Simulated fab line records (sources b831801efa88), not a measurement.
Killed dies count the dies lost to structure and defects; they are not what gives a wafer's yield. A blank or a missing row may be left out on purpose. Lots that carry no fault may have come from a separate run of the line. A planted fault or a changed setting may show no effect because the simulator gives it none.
fab line records	flow gf180mcu
record lots=11	wafers=33	last-day=34
route steps=602 shown VT_IMPLANT@135 POLY_GATE@169 HV_LDD@211 M1@319
lots untouched by any fault: they come from a run of this same line in which no faults occurred
start-h: start of the lot's first displayed wafer, in hours after the record's first day	wait-h: hours elapsed since this lot's preceding step	" repeats the value in the row above	L1.1+2: a single row standing in for several wafers	- no value present, or no start provided	* or withheld: withheld	< > ~ a bound
route shown NAME@n: names a module that has steps shown in the file, with the first one's number in the route	usual: mean and standard deviation over wafers with no fault	same: alike in all rows	chamber/n: place in a boat	sites: the reading at each site	_std_site: the standard deviation of these	_edge_site: inner sites' mean taken away from outer sites' mean	radius-mm: how far each site lies from the wafer's centre	mask NAME#n: copy n	behind: the most recent tool/chamber to have shaped the wafer	hold: reason for holding the lot/hours on hold/outcome of the hold	device: which transistor (n, p or np) failed to switch	end of line: the tests these same wafers got at the end of their route	a step with no rows: only its recipe	killed: at the first sort, the dies lost to defects and structure; wafer yield is something else	map: the dies of a wafer, with x for killed, . for not killed, _ for no die there
set.NAME: the setting that was run; set.NAME@STEP: the one run at that earlier step	model.NAME: the simulator's own value behind a step, which no gauge read
route steps across a sampled set of lots; one table per step, one row per wafer
services: a tool's chamber out of use, with start hour (start-h, from the record's first day; less than 0 if before it), hours out, and reason
## steps
# step GF_VT_IMPLANT_RTA_45
# recipe temp-c=1050	time-s=30	ambient=N2
# usual lamp-power-pct=39/3.6	wafer_temp_C_max=1055.1/1.1
lot.wafer	tool	chamber	start-h	wait-h	lamp-power-pct	wafer_temp_C_max
L109.1	rtp-anneal-01	0	158.83	0.0	43	1055.0
L109.2	"	0	"	"	43	1054.6
L109.5	"	0	"	"	43	1055.2
L110.1	rtp-anneal-01	0	163.01	0.0	43	1053.4
L110.4	"	0	"	"	43	1054.7
L110.6	"	0	"	"	43	1054.5
L113.2	rtp-anneal-01	0	183.18	0.0	43	1055.1
L113.3	"	0	"	"	43	1054.2
L113.6	"	0	"	"	43	1053.7
L114.2	rtp-anneal-02	0	189.55	0.0	36	1054.8
L114.4	"	0	"	"	36	1054.4
L114.6	"	0	"	"	36	1055.8
L115.1	rtp-anneal-01	0	197.56	0.0	43	1055.6
L115.3	"	0	"	"	43	1054.9
L115.5	"	0	"	"	43	1054.3
L121.2	rtp-anneal-02	0	236.63	0.0	36	1056.0
L121.4	"	0	"	"	36	1056.1
L121.5	"	0	"	"	36	1055.1
L122.1	rtp-anneal-01	0	243.48	0.0	43	1053.2
L122.4	"	0	"	"	43	1054.1
L122.6	"	0	"	"	43	1054.9
L127.2	rtp-anneal-02	0	283.88	0.0	36	1057.5
L127.3	"	0	"	"	36	1056.2
L127.6	"	0	"	"	36	1055.9
L130.1	rtp-anneal-01	0	301.11	0.0	43	1057.2
L130.3	"	0	"	"	43	1054.5
L130.4	"	0	"	"	43	1054.2
L131.1	rtp-anneal-01	0	307.83	0.0	43	1054.1
L131.3	"	0	"	"	43	1052.9
L131.6	"	0	"	"	43	1053.8
L132.2	rtp-anneal-02	0	317.24	0.0	36	1058.2
L132.3	"	0	"	"	36	1055.4
L132.6	"	0	"	"	36	1054.4
# step GF_POLY_GATE_ETCH_12
# recipe chemistry=N2/H2	target-depth-a=withheld	overetch-a=withheld	time-s=withheld	target=BARC	ion-energy-ev=200	source-w=500	bias-w=100	pressure-mtorr=30	n2-flow-sccm=100	h2-flow-sccm=200
# usual drypump-motor-current-A=5.8/0.48	n2-flow-sccm=100.02/0.29	oes-product-au=0.736/0.0042	throttle-valve-pct=13.214/0.0079
lot.wafer	tool	chamber	start-h	wait-h	drypump-motor-current-A	n2-flow-sccm	oes-product-au	throttle-valve-pct
L109.1	rie-diel-01	3	197.80	0.0	6.5	100.04	0.737	13.220
L109.2	"	2	"	"	6.3	99.95	0.732	13.201
L109.5	"	2	"	"	6.3	99.58	0.732	13.210
L110.1	rie-diel-02	0	202.77	0.0	5.3	100.69	0.736	13.227
L110.4	"	3	"	"	5.5	99.61	0.737	13.219
L110.6	"	0	"	"	5.3	100.15	0.736	13.223
L113.2	rie-diel-03	0	223.74	0.0	5.1	100.34	0.733	13.215
L113.3	"	2	"	"	6.0	100.07	0.733	13.222
L113.6	"	0	"	"	5.1	100.06	0.737	13.210
L114.2	rie-diel-02	1	231.74	0.0	6.2	99.96	0.736	13.218
L114.4	"	2	"	"	5.7	100.52	0.737	13.228
L114.6	"	2	"	"	5.7	100.03	0.728	13.203
L115.1	rie-diel-01	0	239.24	0.0	5.4	100.25	0.742	13.225
L115.3	"	0	"	"	5.4	99.59	0.741	13.218
L115.5	"	0	"	"	5.4	99.85	0.735	13.198
L121.2	rie-diel-01	2	280.54	0.0	6.3	100.07	0.739	13.203
L121.4	"	3	"	"	6.5	100.12	0.731	13.211
L121.5	"	2	"	"	6.3	99.84	0.736	13.214
L122.1	rie-diel-03	0	287.24	0.0	5.1	99.96	0.734	13.201
L122.4	"	3	"	"	5.1	99.80	0.738	13.235
L122.6	"	0	"	"	5.1	100.01	0.738	13.208
L127.2	rie-diel-01	3	330.87	0.0	6.5	100.36	0.735	13.217
L127.3	"	2	"	"	6.3	99.95	0.733	13.219
L127.6	"	1	"	"	6.3	100.13	0.732	13.206
L130.1	rie-diel-03	2	348.52	0.0	6.0	100.04	0.738	13.217
L130.3	"	3	"	"	5.1	99.95	0.726	13.216
L130.4	"	1	"	"	6.3	99.66	0.739	13.201
L131.1	rie-diel-02	2	357.52	0.0	5.7	99.98	0.740	13.229
L131.3	"	3	"	"	5.5	100.37	0.732	13.205
L131.6	"	1	"	"	6.2	100.07	0.731	13.221
L132.2	rie-diel-03	3	365.94	0.0	5.1	100.44	0.733	13.214
L132.3	"	0	"	"	5.2	99.74	0.736	13.213
L132.6	"	1	"	"	6.2	99.76	0.739	13.206
# step GF_HV_LDD_IMPLANT_35
# recipe species=P	energy-kev=60	dose-cm2=7.5e+12	tilt-deg=30	rotation-deg=180
# usual dose-ions-cm2=7.499e+12/9e+09	end-station-pressure-torr=5.04e-06/2.9e-07	faraday-current-uA=42.2/0.78
lot.wafer	tool	chamber	start-h	wait-h	dose-ions-cm2	end-station-pressure-torr	faraday-current-uA
L109.1	implanter-02	0	255.42	0.1	7.494e+12	5.31e-06	42.8
L109.2	"	0	"	"	7.504e+12	5.08e-06	41.6
L109.5	"	0	"	"	7.496e+12	4.69e-06	41.3
L110.1	implanter-01	0	259.87	0.1	7.507e+12	4.94e-06	43.8
L110.4	"	0	"	"	7.494e+12	4.98e-06	42.5
L110.6	"	0	"	"	7.498e+12	4.95e-06	42.3
L113.2	implanter-03	0	283.65	0.1	7.494e+12	4.51e-06	42.6
L113.3	"	0	"	"	7.486e+12	5.23e-06	41.9
L113.6	"	0	"	"	7.489e+12	4.81e-06	41.4
L114.2	implanter-01	0	292.45	0.1	7.502e+12	4.88e-06	41.4
L114.4	"	0	"	"	7.491e+12	4.95e-06	43.1
L114.6	"	0	"	"	7.512e+12	4.85e-06	43.3
L115.1	implanter-03	0	299.92	0.1	7.501e+12	4.96e-06	41.9
L115.3	"	0	"	"	7.505e+12	5.24e-06	40.6
L115.5	"	0	"	"	7.487e+12	4.86e-06	42.0
L121.2	implanter-03	0	344.19	0.1	7.5e+12	4.99e-06	42.4
L121.4	"	0	"	"	7.504e+12	5.12e-06	43.3
L121.5	"	0	"	"	7.507e+12	4.91e-06	41.5
L122.1	implanter-01	0	352.94	0.1	7.503e+12	5.31e-06	43.1
L122.4	"	0	"	"	7.501e+12	4.38e-06	42.1
L122.6	"	0	"	"	7.504e+12	4.7e-06	42.5
L127.2	implanter-01	0	399.49	0.1	7.495e+12	5.62e-06	41.1
L127.3	"	0	"	"	7.494e+12	5.31e-06	42.2
L127.6	"	0	"	"	7.512e+12	5.12e-06	41.8
L130.1	implanter-03	0	418.42	0.1	5.015e+12	5.15e-06	28.6
L130.3	"	0	"	"	5.021e+12	5.07e-06	27.6
L130.4	"	0	"	"	5.025e+12	5.2e-06	27.6
L131.1	implanter-03	0	428.89	0.1	5.009e+12	4.93e-06	29.0
L131.3	"	0	"	"	5.014e+12	4.45e-06	28.0
L131.6	"	0	"	"	5.022e+12	5.43e-06	27.9
L132.2	implanter-02	0	439.08	0.1	7.492e+12	4.9e-06	42.6
L132.3	"	0	"	"	7.503e+12	5.47e-06	43.9
L132.6	"	0	"	"	7.504e+12	5.15e-06	42.6
# step GF_HV_LDD_TW_MEAS_38
# usual HV_LDD_3_TW=1447/6.7
lot.wafer	tool	chamber	start-h	wait-h	HV_LDD_3_TW
L109.1	film-metro-04	-	255.82	0.1	1447
L109.2	"	-	"	"	1442
L109.5	"	-	"	"	1446
L110.1	film-metro-03	-	260.27	0.1	1444
L110.4	"	-	"	"	1440
L110.6	"	-	"	"	1439
L113.2	film-metro-04	-	284.03	0.1	1440
L113.3	"	-	"	"	1453
L113.6	"	-	"	"	1442
L114.2	film-metro-04	-	292.83	0.1	1456
L114.4	"	-	"	"	1462
L114.6	"	-	"	"	1456
L115.1	film-metro-03	-	300.32	0.1	1443
L115.3	"	-	"	"	1449
L115.5	"	-	"	"	1453
L121.2	film-metro-04	-	344.57	0.1	1447
L121.4	"	-	"	"	1447
L121.5	"	-	"	"	1448
L122.1	film-metro-01	-	353.34	0.1	1440
L122.4	"	-	"	"	1455
L122.6	"	-	"	"	1444
L127.2	film-metro-04	-	399.88	0.1	1451
L127.3	"	-	"	"	1450
L127.6	"	-	"	"	1445
L130.1	film-metro-01	-	418.82	0.1	1411
L130.3	"	-	"	"	1411
L130.4	"	-	"	"	1414
L131.1	film-metro-03	-	429.29	0.1	1407
L131.3	"	-	"	"	1400
L131.6	"	-	"	"	1404
L132.2	film-metro-03	-	439.46	0.1	1443
L132.3	"	-	"	"	1444
L132.6	"	-	"	"	1450
# step GF_HV_LDD_RS_MEAS_53
# recipe thk-meas-gauge=four-point-probe
# usual HV_LDD_RS=418.3/1.1
lot.wafer	tool	chamber	start-h	wait-h	HV_LDD_RS[ohm/sq]
L109.1	film-metro-03	-	275.79	0.1	418.9
L109.2	"	-	"	"	419.6
L109.5	"	-	"	"	419.7
L110.1	film-metro-04	-	280.04	0.1	418.9
L110.4	"	-	"	"	418.0
L110.6	"	-	"	"	420.5
L113.2	film-metro-04	-	303.84	0.1	420.0
L113.3	"	-	"	"	420.4
L113.6	"	-	"	"	418.5
L114.2	film-metro-04	-	312.82	0.1	419.9
L114.4	"	-	"	"	419.9
L114.6	"	-	"	"	420.1
L115.1	film-metro-04	-	321.57	0.1	417.5
L115.3	"	-	"	"	416.9
L115.5	"	-	"	"	417.9
L121.2	film-metro-04	-	366.47	0.1	419.0
L121.4	"	-	"	"	418.4
L121.5	"	-	"	"	420.2
L122.1	film-metro-01	-	374.57	0.1	416.9
L122.4	"	-	"	"	416.7
L122.6	"	-	"	"	417.4
L127.2	film-metro-04	-	423.61	0.1	418.1
L127.3	"	-	"	"	418.1
L127.6	"	-	"	"	418.1
L130.1	film-metro-01	-	446.65	0.1	425.0
L130.3	"	-	"	"	423.5
L130.4	"	-	"	"	424.3
L131.1	film-metro-01	-	453.85	0.1	424.8
L131.3	"	-	"	"	424.2
L131.6	"	-	"	"	423.8
L132.2	film-metro-04	-	464.45	0.1	418.2
L132.3	"	-	"	"	418.4
L132.6	"	-	"	"	417.6
# step GF_M1_SPUTTER_04
# recipe material=TiN	target-thk-nm=50	power-w=6500	time-s=41.7	chamber-pressure-pa=0.4
# usual cathode-dc-power-W=6499.9/1.1	throttle-valve-pct=30.0/1.4
lot.wafer	tool	chamber	start-h	wait-h	cathode-dc-power-W	throttle-valve-pct
L109.1	pvd-sputter-01	-	365.37	0.0	6499.7	30.6
L109.2	"	-	"	"	6500.2	28.3
L109.5	"	-	"	"	6499.9	29.3
L110.1	pvd-sputter-01	-	369.45	0.0	6501.4	29.3
L110.4	"	-	"	"	6498.9	28.7
L110.6	"	-	"	"	6501.0	29.4
L113.2	pvd-sputter-02	-	398.23	0.0	6500.4	30.1
L113.3	"	-	"	"	6502.0	29.2
L113.6	"	-	"	"	6501.0	31.6
L114.2	pvd-sputter-01	-	409.14	0.0	6500.0	29.2
L114.4	"	-	"	"	6499.6	29.2
L114.6	"	-	"	"	6499.2	28.3
L115.1	pvd-sputter-01	-	417.20	0.0	6499.6	29.5
L115.3	"	-	"	"	6503.5	30.6
L115.5	"	-	"	"	6501.9	29.2
L121.2	pvd-sputter-02	-	473.18	0.0	6503.9	28.9
L121.4	"	-	"	"	6500.5	30.3
L121.5	"	-	"	"	6499.3	28.9
L122.1	pvd-sputter-02	-	475.39	0.0	6501.5	30.0
L122.4	"	-	"	"	6499.7	31.3
L122.6	"	-	"	"	6499.2	31.5
L127.2	pvd-sputter-01	-	526.70	0.0	6501.7	29.2
L127.3	"	-	"	"	6499.3	30.7
L127.6	"	-	"	"	6500.4	29.0
L130.1	pvd-sputter-03	-	546.29	0.0	6499.3	27.8
L130.3	"	-	"	"	6500.1	32.1
L130.4	"	-	"	"	6499.0	33.2
L131.1	pvd-sputter-01	-	555.14	0.0	6500.4	30.6
L131.3	"	-	"	"	6500.0	29.5
L131.6	"	-	"	"	6499.4	30.4
L132.2	pvd-sputter-03	-	565.37	0.0	6501.0	33.0
L132.3	"	-	"	"	6498.6	27.4
L132.6	"	-	"	"	6499.0	32.7
## services
tool	chamber	start-h	hours	kind
implanter-01	-	140.83	1.7	repair
rie-diel-01	3	149.27	6.6	repair
pvd-sputter-01	-	177.69	19.6	repair
rie-diel-03	3	182.79	9.7	repair
implanter-01	-	218.87	12.8	pm
rie-diel-03	3	222.33	5.8	repair
rie-diel-01	3	230.94	19.6	repair
rie-diel-01	0	276.38	6.9	repair
pvd-sputter-01	-	279.85	2.1	repair
rie-diel-03	-	294.42	0.3	repair
rie-diel-01	2	302.58	12.8	repair
rie-diel-03	1	357.69	4.7	repair
rtp-anneal-01	-	364.25	3.3	pm
rie-diel-03	1	366.49	12.2	repair
rie-diel-03	3	368.06	3.0	repair
implanter-01	-	377.16	3.3	repair
implanter-01	-	416.92	7.9	repair
implanter-01	-	417.98	3.1	repair
rie-diel-03	0	449.28	2.3	repair
pvd-sputter-01	-	450.34	9.0	repair
rie-diel-03	0	455.39	2.1	repair
pvd-sputter-01	-	456.40	1.1	repair
implanter-03	-	461.82	4.7	pm
implanter-01	-	473.29	20.2	pm
## key
first-sign step=GF_HV_LDD_IMPLANT_35	reading=dose-ions-cm2	direction=down	sigmas=99+	usual=7.499e+12	struck=5.018e+12
effect step=GF_HV_LDD_IMPLANT_35	reading=faraday-current-uA	direction=down	sigmas=18	usual=42.2	struck=28.1
effect step=GF_HV_LDD_TW_MEAS_38	reading=HV_LDD_3_TW	direction=down	sigmas=5.8	usual=1447	struck=1408
effect step=GF_HV_LDD_RS_MEAS_53	reading=HV_LDD_RS	direction=up	sigmas=5.2	usual=418.3	struck=424.2
met-at GF_HV_LDD_IMPLANT_35
struck-lots L130,L131
tester-left-out L130,L131
not-acting-at GF_VT_IMPLANT_RTA_45,GF_POLY_GATE_ETCH_12,GF_M1_SPUTTER_04
onset-between 344.19 418.42
fault kind=process-parameter-drift	tool=implanter-03	chamber=-	onset-h=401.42	steps=GF_HV_LDD_IMPLANT_35	channel=dose-cm2	offset=-2.4711e+12	shape=step	end-h=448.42	acts-in=these-recipes-only	stated=7.5e+12
# tester-left-out: of these lots the tester's yield and bins aren't shown, on N5 and GAA mostly nor the transistor test; their killed dies are dies lost to structure and defects alone, not to doping, threshold or leakage, so they don't give the yield
